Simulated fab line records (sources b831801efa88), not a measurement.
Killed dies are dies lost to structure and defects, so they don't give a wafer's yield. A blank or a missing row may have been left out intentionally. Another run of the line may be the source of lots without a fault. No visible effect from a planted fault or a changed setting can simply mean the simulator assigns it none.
Problem report, 8D (eight disciplines) form, completed by code | flow gf180mcu | the parts of the form that need people (team, actions taken, sign-off) are left out

== 1. WHAT IS WRONG ==
Wafers free of any fault read 559 (standard deviation 3.1) for LVPWELL_TW at GF_LVPWELL_TW_MEAS_11, against a mean of 30 on 9 wafers of 3 lots. So: -99 or more standard deviations from the usual mean.
First seen on wafer L544.2, day 4 19:29, on film_metro-01. Wafers with a number at this step in the record: 45, from 15 lots. The rule behind "out" and "out of limits": a value lying over 4 standard deviations away from the usual mean. The rest of the wafers with a number are treated as sound.

== 2. WHAT IT IS, WHAT IT ISN'T ==
question                    | is                           | is not
which readings at this step | LVPWELL_TW                   | -
which lots                  | L544, L545, L546             | L540, L542, L551, L553, L555, L556, L557, L558, L559, L561, L562, L563
which wafers of those lots  | all that have a number       | -
read on which gauges        | film_metro-01, film_metro-03 | film_metro-02
when                        | from day 4 19:29             | up to then (6 sound wafers); but 30 sound wafers of L551, L553, L555, L556, L557, L558, L559, L561, L562, L563 came after

== 3. SUSPECTS, AND WHAT RULES EACH OUT ==
Counting: a tool at any process step up to the reading remains a suspect when it ran all the lots that are out and ran no sound lot after the first of those.
- the gauge at GF_LVPWELL_TW_MEAS_11: ruled out. The wafers that are out were read on 2 gauges (film_metro-01, film_metro-03).
- plasma_asher-04 at GF_NWELL_STRIP_10 (strips in O2/N2): ruled out as a lasting fault. The sound lots L551, L555, L558, L559, L562, L563 went through it after L544, its earliest lot that is out (day 4 04:47).
Left after counting: nothing in the record.

== 4. THE CAUSE (what the simulator had put in) ==
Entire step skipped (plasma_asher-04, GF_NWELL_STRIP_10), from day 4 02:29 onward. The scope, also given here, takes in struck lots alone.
The count ruled it out by mistake, since the rule takes a fault to strike every lot its tool runs from the start of the fault on, and this one did not do so.

== 5. THE CHAIN OF EFFECTS, in route order ==
Each row: a reading whose mean over the struck wafers that have a number lies more than 3 standard deviations from the usual. Scope: only readings with a usual standard deviation given in the record; hours: median across lots of the time from each lot's start at the first step in this table that gives one to its start at this step; sigmas: change in usual standard deviations.
hours | step                  | reading                  | usual      | on struck wafers | change | sigmas
0     | GF_LVPWELL_STRIP_10   | oes_product_au           | 0.722 a.u. | 0.741            | +0.019 | +4.0
0     | GF_LVPWELL_STRIP_10   | strip_time_to_endpoint_s | 37.01 s    | 81.26            | +44.25 | +99 or more
0     | GF_LVPWELL_TW_MEAS_11 | LVPWELL_TW               | 559        | 30               | -529   | -99 or more
Here are the process steps it includes:
- GF_LVPWELL_STRIP_10: strips in O2/N2.
Readings that are blank on the struck wafers while sound wafers have them: chamber_pressure_mTorr at GF_NWELL_STRIP_10; drypump_motor_current_A at GF_NWELL_STRIP_10; heater_power_w at GF_NWELL_STRIP_10; oes_product_au at GF_NWELL_STRIP_10; strip_time_to_endpoint_s at GF_NWELL_STRIP_10.
Later measuring or inspecting steps at which every struck wafer that the step has a row for has a number for every such reading, and none has moved that far: GF_VT_IMPLANT_TW_MEAS_10.

== 6. HOW IT WOULD HAVE BEEN CAUGHT EARLIER ==
In this record the first reading out of limits at a measuring or inspecting step was taken at day 4 19:29, 17 hours after the fault began at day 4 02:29.
At GF_NWELL_STRIP_10 the tool's readings are blank on the struck wafers, where sound wafers have them: an empty tool record is the first sign, and it was there at once.
